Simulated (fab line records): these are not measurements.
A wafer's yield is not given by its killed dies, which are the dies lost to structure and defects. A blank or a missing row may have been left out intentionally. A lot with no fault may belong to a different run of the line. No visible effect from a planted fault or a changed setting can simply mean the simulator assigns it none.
A lot that was struck, set against a sound lot ; flow sky130 ; 43 steps out of a route of 708
Sound: wafers L304.2, L304.3, L304.4. The struck wafers were L316.3, L316.4, L316.6. The cause comes at the end.
Order at every step that has rows: each side's tool, ch and its chambers, its first start. Under that, the readings that differ: sound wafers ; struck wafers ; difference of the means ; sigmas: that difference in standard deviations of wafers without a fault.
alike: readings with means less than 2 such deviations apart, plus words and numbers identical on both sides. not compared: withheld readings, readings lacking a value on some wafer, bounds such as >300 that could conceal the same value, and numbers that have no deviation in the record and whose values overlap.
The two part at a step that has a row with sigmas, a row that says differs or no value, or rows on one side only. Numbers that don't overlap but have no deviation are shown without sigmas and don't part them. A reading missing from all wafers of one side parts the sides only when that side holds two or more wafers.

SKY_FIELD_ISO_THK_MEAS_02:
  sound on filmMetro-03, day 1 21:39; struck on filmMetro-04, day 4 11:12
  alike: FIELD_ISO_OXIDATION_00_THK
then, 1 step without rows for these wafers: SKY_FIELD_ISO_CVD_03 (deposits Si3N4 from DCS/NH3, target thk 165 nm, time 2830 s).
SKY_FIELD_ISO_THK_MEAS_04:
  sound on filmMetro-04, day 2 01:37; struck on filmMetro-01, day 4 13:56
  alike: FIELD_ISO_CVD_03_THK
then, 8 steps without rows for these wafers: SKY_FIELD_ISO_DEHYDRATE_05 (time 60 s); SKY_FIELD_ISO_HMDS_06 (prime time 60 s); SKY_FIELD_ISO_COAT_07 (resist thk 60 nm); SKY_FIELD_ISO_COAT_08 (resist thk 450 nm); SKY_FIELD_ISO_SOFTBAKE_09 (time 90 s); SKY_FIELD_ISO_EXPOSE_10 (exposes mask FOM, target cd 150 nm); SKY_FIELD_ISO_PEB_11; SKY_FIELD_ISO_DEVELOP_12 (develop time 60 s).
SKY_FIELD_ISO_CD_MEAS_13: the cd target is 150 nm.
  sound on cdSem-02, day 2 17:01; struck on cdSem-02, day 5 06:55
  alike: cdNm
SKY_FIELD_ISO_ETCH_14: etches BARC in N2/H2, stops on SiO2, time 45.9 s, target depth 60 nm.
  sound on rieDiel-02 ch 0,1,2, day 2 17:07; struck on rieDiel-03 ch 0,2,3, day 5 07:00
  alike: drypumpMotorCurrentA, h2FlowSccm, oesProductAu, throttleValvePct
  not compared: rfHoursCounterH
SKY_FIELD_ISO_ETCH_15: etches the open film in CHF3/O2, stops on Si, target depth 180 nm, time 72 s.
  sound on rieDiel-02 ch 0,1,2, day 2 17:09; struck on rieDiel-03 ch 0,2,3, day 5 07:02
  alike: O2_flow_sccm, drypumpMotorCurrentA, oesProductAu, throttleValvePct
  not compared: rfHoursCounterH
SKY_FIELD_ISO_STRIP_16: strips in O2/N2.
  sound on plasmaAsher-03 ch 0,1, day 2 17:13; struck on plasmaAsher-02 ch 0,1, day 5 07:08
reading;sound;struck;difference;sigmas
stripTimeToEndpointS (s);3.531 3.509 3.525;3.605 3.562 3.549;+0.050;+2
  alike: drypumpMotorCurrentA, oesProductAu
  not compared: rfHoursCounterH
SKY_FIELD_ISO_ETCH_17: etches Si in HBr/Cl2/O2, target depth 342 nm, time 97.7 s.
  sound on rieSi-02 ch 1,2,3, day 2 17:19; struck on rieSi-01 ch 2,3, day 5 07:12
  alike: O2_flow_sccm, drypumpMotorCurrentA, heBacksideLeakSccm, mfcCl2Sccm, oesProductAu, throttleValvePct
  not compared: rfHoursCounterH
then, 5 steps without rows for these wafers: SKY_FIELD_ISO_WET_ETCH_18 (etches Si3N4 in H3PO4, target depth 25 nm, time 286 s); SKY_FIELD_ISO_CLEAN_19 (cleans in SC1/SC2, time 150 s); SKY_FIELD_ISO_CLEAN_20 (cleans in dHF, time 20 s); SKY_FIELD_ISO_WET_ETCH_21 (etches SiO2 in dHF, target depth 20 nm, time 400 s); SKY_FIELD_ISO_OXIDATION_22 (stabilise 600 s, purge 300 s, target thk 10 nm).
SKY_FIELD_ISO_THK_MEAS_23:
  sound on filmMetro-03, day 2 18:52; struck on filmMetro-03, day 5 09:22
  alike: FIELD_ISO_OXIDATION_01_THK
then, 1 step without rows for these wafers: SKY_FIELD_ISO_CVD_24 (deposits SiO2, target thk 595 nm, time 99.2 s).
SKY_FIELD_ISO_THK_MEAS_25:
  sound on filmMetro-04, day 2 19:00; struck on filmMetro-01, day 5 09:31
  alike: FIELD_ISO_CVD_24_THK
then, 1 step without rows for these wafers: SKY_FIELD_ISO_ANNEAL_26 (time 1800 s).
SKY_FIELD_ISO_CMP_27: polishes, stops on Si3N4, t overpolish 16 s, target thk 457.8 nm.
  sound on cmp-02 ch 0,1,2, day 2 21:30; struck on cmp-02 ch 0,1,2, day 5 12:26
  alike: motorCurrentA, overpolishRunS, slurryFilterDpKPa, timeToEndpointS
then, 5 steps without rows for these wafers: SKY_FIELD_ISO_WET_ETCH_28 (etches SiO2 in dHF, target depth 23.7 nm, time 47 s); SKY_FIELD_ISO_WET_ETCH_29 (etches Si3N4 in H3PO4, target depth 160 nm, time 1825 s); SKY_FIELD_ISO_WET_ETCH_30 (etches SiO2 in dHF, target depth 25 nm, time 50 s); SKY_NWELL_CLEAN_00 (cleans in SC1/SC2, time 150 s); SKY_NWELL_OXIDATION_01 (stabilise 600 s, purge 300 s, target thk 10 nm).
SKY_NWELL_THK_MEAS_02:
  sound on filmMetro-02, day 3 00:25; struck on filmMetro-02, day 5 15:13
reading;sound;struck;difference;sigmas
NWELL_OXIDATION_THK (nm);10.33 10.16 10.09;9.52 9.60 9.70;-0.59;-3
then, 8 steps without rows for these wafers: SKY_DNWELL_DEHYDRATE_00 (time 60 s); SKY_DNWELL_HMDS_01 (prime time 60 s); SKY_DNWELL_COAT_02 (resist thk 3000 nm); SKY_DNWELL_SOFTBAKE_03; SKY_DNWELL_EXPOSE_04 (exposes mask DNM, target cd 3000 nm); SKY_DNWELL_PEB_05; SKY_DNWELL_DEVELOP_06 (develop time 60 s); SKY_DNWELL_IMPLANT_07.
SKY_DNWELL_STRIP_08: strips in O2/N2.
  sound on plasmaAsher-03 ch 0,1, day 3 16:08; struck on plasmaAsher-01 ch 0,1, day 6 10:11
  alike: drypumpMotorCurrentA, oesProductAu, stripTimeToEndpointS
  not compared: rfHoursCounterH
SKY_DNWELL_TW_MEAS_09:
  sound on filmMetro-02, day 3 16:15; struck on filmMetro-03, day 6 10:16
  alike: DNWELL_TW
-- the record jumps here: 43 days lie between the struck wafers' starts before and after (it left off in module DNWELL and takes up again in module PAD_OPEN, whose first step shown is number 708 of the route) --
SKY_PAD_OPEN_PROBE_99:
  sound on prober-02, day 46 01:29; struck on prober-02, day 49 05:10
reading;sound;struck;difference;sigmas
killedAtFrontEnd;14 6 16;55 48 57;+41;+10
killedDies;86 72 96;116 117 123;+34;+4
  alike: killed_at_M0_to_M3, killed_at_M4_up, killedAtContacts, killedAtOther, killedOpen, killedShort

## WHERE THEY PART
Earliest at SKY_FIELD_ISO_STRIP_16; latest, in this record, at SKY_PAD_OPEN_PROBE_99.

WHY: what the simulator had put in
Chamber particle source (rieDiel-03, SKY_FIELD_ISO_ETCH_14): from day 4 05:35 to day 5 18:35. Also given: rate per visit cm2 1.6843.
